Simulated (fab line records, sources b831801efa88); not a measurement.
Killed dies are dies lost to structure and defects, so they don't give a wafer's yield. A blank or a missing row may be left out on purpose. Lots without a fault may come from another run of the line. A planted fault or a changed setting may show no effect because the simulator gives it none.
Which tool did it? | flow sky130 | 15 lots, 45 wafers sampled, at 4 steps of a route of 708

WHAT THE GAUGES READ, wafer by wafer
SKY_VIA4_BOW_MEAS_03.
lot  | measured     | on            | VIA4_BOW (um)
L557 | day 41 11:04 | film_metro-03 | 87 86 81
L558 | day 42 06:31 | film_metro-03 | 80 79 73
L559 | day 42 07:41 | film_metro-01 | 76 73 84
L562 | day 43 05:59 | film_metro-03 | 81 85 72
L563 | day 43 16:36 | film_metro-01 | 85 79 83
L564 | day 43 23:43 | film_metro-02 | 73 84 83
L565 | day 44 07:43 | film_metro-02 | 89 81 83
L567 | day 44 14:21 | film_metro-02 | 72 76 67
L566 | day 44 16:25 | film_metro-01 | 93 90 95
L568 | day 44 23:59 | film_metro-02 | 78 92 79
L579 | day 47 10:11 | film_metro-03 | 74 85 66
L580 | day 47 12:23 | film_metro-01 | 97 83 92

WHICH TOOL RAN EACH LOT (tool, then ch and the chambers of the sampled wafers, then the start)
lot  | SKY_METAL3_SPUTTER_00        | SKY_METAL3_DESCUM_15              | SKY_METAL4_STRIP_19
L557 | pvd_sputter-03, day 35 23:22 | rie_metal-04 ch 0, day 38 03:28   | plasma_asher-04 ch 0,1, day 41 09:55
L558 | pvd_sputter-01, day 36 17:53 | rie_metal-02 ch 0, day 38 22:46   | plasma_asher-01 ch 0,1, day 42 05:21
L559 | pvd_sputter-01, day 36 20:19 | rie_metal-04 ch 0,1, day 39 00:34 | plasma_asher-03 ch 0,1, day 42 06:31
L562 | pvd_sputter-04, day 37 20:47 | rie_metal-02 ch 0,1, day 40 00:07 | plasma_asher-03 ch 0,1, day 43 04:52
L563 | pvd_sputter-01, day 38 07:58 | rie_metal-02 ch 0,1, day 40 11:43 | plasma_asher-03 ch 0, day 43 15:05
L564 | pvd_sputter-03, day 38 16:04 | rie_metal-01 ch 0,1, day 40 19:04 | plasma_asher-04 ch 0,1, day 43 22:32
L565 | pvd_sputter-03, day 39 01:35 | rie_metal-01 ch 0,1, day 41 03:57 | plasma_asher-04 ch 0,1, day 44 06:26
L567 | pvd_sputter-04, day 39 08:44 | rie_metal-02 ch 0,1, day 41 11:34 | plasma_asher-04 ch 0,1, day 44 13:08
L566 | pvd_sputter-01, day 39 11:13 | rie_metal-04 ch 1, day 41 13:27   | plasma_asher-01 ch 0,1, day 44 15:13
L568 | pvd_sputter-01, day 39 21:29 | rie_metal-02 ch 0,1, day 41 22:33 | plasma_asher-04 ch 0,1, day 44 22:52
L573 | pvd_sputter-04, day 41 05:37 | rie_metal-04 ch 0,1, day 43 05:46 | plasma_asher-04 ch 0,1, day 46 04:05
L574 | pvd_sputter-03, day 41 08:28 | rie_metal-02 ch 0,1, day 43 08:58 | plasma_asher-03 ch 0,1, day 46 06:22
L575 | pvd_sputter-01, day 41 20:15 | rie_metal-04 ch 0,1, day 43 20:01 | plasma_asher-03 ch 0,1, day 46 16:52
L579 | pvd_sputter-01, day 42 15:57 | rie_metal-02 ch 0,1, day 44 14:22 | plasma_asher-03 ch 0,1, day 47 08:59
L580 | pvd_sputter-01, day 42 19:46 | rie_metal-04 ch 0,1, day 44 17:15 | plasma_asher-04 ch 0,1, day 47 11:13
- SKY_METAL3_SPUTTER_00: material Ti, target thk 15 nm, time 10 s.
- SKY_METAL3_DESCUM_15: chemistry O2, time 8 s.
- SKY_METAL4_STRIP_19: strips in O2/N2.

WHAT THE TOOLS THEMSELVES READ (means of the sampled wafers that have a number; where no wafer has one, the mark that the record gives instead)
SKY_METAL3_SPUTTER_00.
lot  | tool           | throttle_valve_pct (%)
L557 | pvd_sputter-03 | 30.3
L558 | pvd_sputter-01 | 30.6
L559 | pvd_sputter-01 | 31.2
L562 | pvd_sputter-04 | 31.0
L563 | pvd_sputter-01 | 30.5
L564 | pvd_sputter-03 | 29.8
L565 | pvd_sputter-03 | 29.4
L567 | pvd_sputter-04 | 30.8
L566 | pvd_sputter-01 | 30.6
L568 | pvd_sputter-01 | 30.1
L573 | pvd_sputter-04 | 30.8
L574 | pvd_sputter-03 | 30.5
L575 | pvd_sputter-01 | 30.9
L579 | pvd_sputter-01 | 30.4
L580 | pvd_sputter-01 | 30.9

SKY_METAL3_DESCUM_15.
lot  | tool         | drypump_motor_current_A (A) | oes_product_au (a.u.)
L557 | rie_metal-04 | 5.7                         | 0.996
L558 | rie_metal-02 | 5.3                         | 0.993
L559 | rie_metal-04 | 6.2                         | 0.990
L562 | rie_metal-02 | 5.4                         | 0.996
L563 | rie_metal-02 | 5.4                         | 0.993
L564 | rie_metal-01 | 5.7                         | 1.009
L565 | rie_metal-01 | 5.8                         | 1.010
L567 | rie_metal-02 | 5.5                         | 1.001
L566 | rie_metal-04 | 6.4                         | 0.999
L568 | rie_metal-02 | 5.4                         | 0.998
L573 | rie_metal-04 | 5.9                         | 1.004
L574 | rie_metal-02 | 5.4                         | 0.992
L575 | rie_metal-04 | 6.2                         | 0.997
L579 | rie_metal-02 | 5.5                         | 0.994
L580 | rie_metal-04 | 6.2                         | 0.992

SKY_METAL4_STRIP_19.
lot  | tool            | chamber_pressure_mTorr (mTorr) | drypump_motor_current_A (A) | oes_product_au (a.u.) | strip_time_to_endpoint_s (s)
L557 | plasma_asher-04 | 1499.6                         | 6.4                         | 0.501                 | 6.53
L558 | plasma_asher-01 | 1500.2                         | 5.9                         | 0.506                 | 6.61
L559 | plasma_asher-03 | 1501.4                         | 6.1                         | 0.504                 | 6.59
L562 | plasma_asher-03 | 1499.6                         | 5.7                         | 0.511                 | 6.60
L563 | plasma_asher-03 | 1499.4                         | 6.4                         | 0.513                 | 6.66
L564 | plasma_asher-04 | 1500.3                         | 6.4                         | 0.501                 | 6.60
L565 | plasma_asher-04 | 1500.9                         | 6.4                         | 0.502                 | 6.54
L567 | plasma_asher-04 | 1499.7                         | 6.5                         | 0.503                 | 6.55
L566 | plasma_asher-01 | 1501.0                         | 5.9                         | 0.507                 | 6.59
L568 | plasma_asher-04 | 1499.7                         | 6.5                         | 0.507                 | 6.70
L573 | plasma_asher-04 | -                              | -                           | -                     | -
L574 | plasma_asher-03 | -                              | -                           | -                     | -
L575 | plasma_asher-03 | -                              | -                           | -                     | -
L579 | plasma_asher-03 | 1501.6                         | 5.7                         | 0.496                 | 6.53
L580 | plasma_asher-04 | 1500.6                         | 6.4                         | 0.500                 | 6.59

THE ANSWER, worked out from the rows above alone
Rule: what is usual is taken from the lots themselves. Put in order of their means at a reading, lots are off if they are a third of the lots or fewer, leave a main group of 4 or more, and stand apart from it by a gap of 3 or more times the standard deviation of the main group's means; of several such gaps the widest counts. A main group whose means are all the same, to the digits that the tables above print for the reading, isn't used. A lot without any number at a reading at which 4 lots or more have one is off too. The other lots that the step has rows for count as sound. The gauges are gone through in route order, then the tools' own readings, and for those a lot's mean is taken as printed above. The first step at which some lot is off is used, and at that step the reading that is off furthest; a lot without a number counts as furthest.
Off: L573, L574, L575, at SKY_METAL4_STRIP_19 (chamber_pressure_mTorr). Without a number there: L573, L574, L575. The main group: mean 1500.3 mTorr, standard deviation 0.73.
A tool fits if, at that step or a process step before it, it ran every lot that is off, and no sound lot after the first of them. None of those tried fits.

WHAT THE SIMULATOR HAD PUT IN
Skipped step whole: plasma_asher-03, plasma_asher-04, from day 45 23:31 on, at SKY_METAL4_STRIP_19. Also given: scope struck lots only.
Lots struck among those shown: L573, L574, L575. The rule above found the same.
